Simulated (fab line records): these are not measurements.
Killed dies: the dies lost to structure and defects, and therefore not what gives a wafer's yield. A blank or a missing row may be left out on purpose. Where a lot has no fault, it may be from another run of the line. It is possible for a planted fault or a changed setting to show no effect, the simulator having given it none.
Struck lot and sound lot, side by side    flow sky130    15 out of 708 route steps
Sound: these wafers, L803.2, L803.4, L803.6. Wafers L813.3, L813.5, L813.6 were the ones struck. The cause is given at the end.
At each step with rows: each side's tool, then ch and its chambers, then its first start. Under that, the readings that differ: sound wafers    struck wafers    difference of the means    sigmas: that difference in standard deviations of wafers without a fault.
alike: words and numbers the same on both sides, and readings whose means are apart by under 2 such deviations; not compared: readings that were withheld, readings missing a value for some wafer, numbers with overlapping values and no deviation given by the record, and bounds like >300 which may hide the same value.
A row with sigmas, a row that says differs or no value, or rows on one side alone: a step with any of these is where the two part. Non-overlapping numbers with no deviation appear without sigmas and do not part them. A reading missing from all wafers of one side parts the sides only when that side holds two or more wafers.

first, 2 steps without rows for these wafers: SKY_LDD_LDN_IMPLANT_10; SKY_LDD_LDN_IMPLANT_11.
SKY_LDD_LDN_STRIP_12: strips in O2/N2.
  sound on plasmaAsher-02 ch 0,1, day 25 01:35; struck on plasmaAsher-02 ch 0,1, day 27 02:16
  alike: drypumpMotorCurrentA, oesProductAu, stripTimeToEndpointS
  not compared: rfHoursCounterH
SKY_LDD_LDN_TW_MEAS_13:
  sound: filmMetro-03 at day 25 01:41; struck: filmMetro-01 at day 27 02:21
  alike: LDD_LDN_TW
then, 2 steps without rows for these wafers: SKY_LDD_LDN_CLEAN_14 (cleans in SC1/SC2, time 150 s); SKY_SPACER_CVD_00 (deposits Si3N4 from DCS/NH3, target thk 43.1 nm, time 740 s).
SKY_SPACER_THK_MEAS_01:
  sound: filmMetro-02 at day 25 04:08; struck: filmMetro-02 at day 27 04:50
reading                 sound           struck          difference  sigmas
SPACER_CVD_00_THK (nm)  43.4 43.7 43.0  42.3 42.0 42.2  -1.2        -3
SKY_SPACER_ETCHBACK_02: etches Si3N4 in CH3F/O2, stops on SiO2, time 46.7 s, target depth 45 nm.
  sound on rieDiel-03 ch 2,3, day 25 04:11; struck on rieDiel-02 ch 0,3, day 27 04:53
reading              sound              struck             difference  sigmas
oesProductAu (a.u.)  0.864 0.864 0.855  0.850 0.840 0.846  -0.016      -2
  alike: drypumpMotorCurrentA, throttleValvePct
  not compared: rfHoursCounterH
then, 4 steps without rows for these wafers: SKY_POLY_CUT_DEHYDRATE_00 (time 60 s); SKY_POLY_CUT_HMDS_01 (prime time 60 s); SKY_POLY_CUT_COAT_02 (resist thk 60 nm); SKY_POLY_CUT_COAT_03 (resist thk 450 nm).
SKY_POLY_CUT_SOFTBAKE_04: time 90 s.
  sound on lithoTrack-04 ch 0, day 25 18:00; struck on lithoTrack-04 ch 0, day 27 19:00
reading         sound                 struck                difference  sigmas
runLengthS (s)  119.67 119.45 119.45  128.01 128.01 128.04  +8.50       +30
then, 2 steps without rows for these wafers: SKY_POLY_CUT_EXPOSE_05 (exposes mask NPCM, target cd 270 nm); SKY_PAD_OPEN_PROBE_99.

WHERE THEY PART
Last at SKY_POLY_CUT_SOFTBAKE_04 as far as this record goes, first at SKY_SPACER_THK_MEAS_01.

WHY: what had been put in by the simulator
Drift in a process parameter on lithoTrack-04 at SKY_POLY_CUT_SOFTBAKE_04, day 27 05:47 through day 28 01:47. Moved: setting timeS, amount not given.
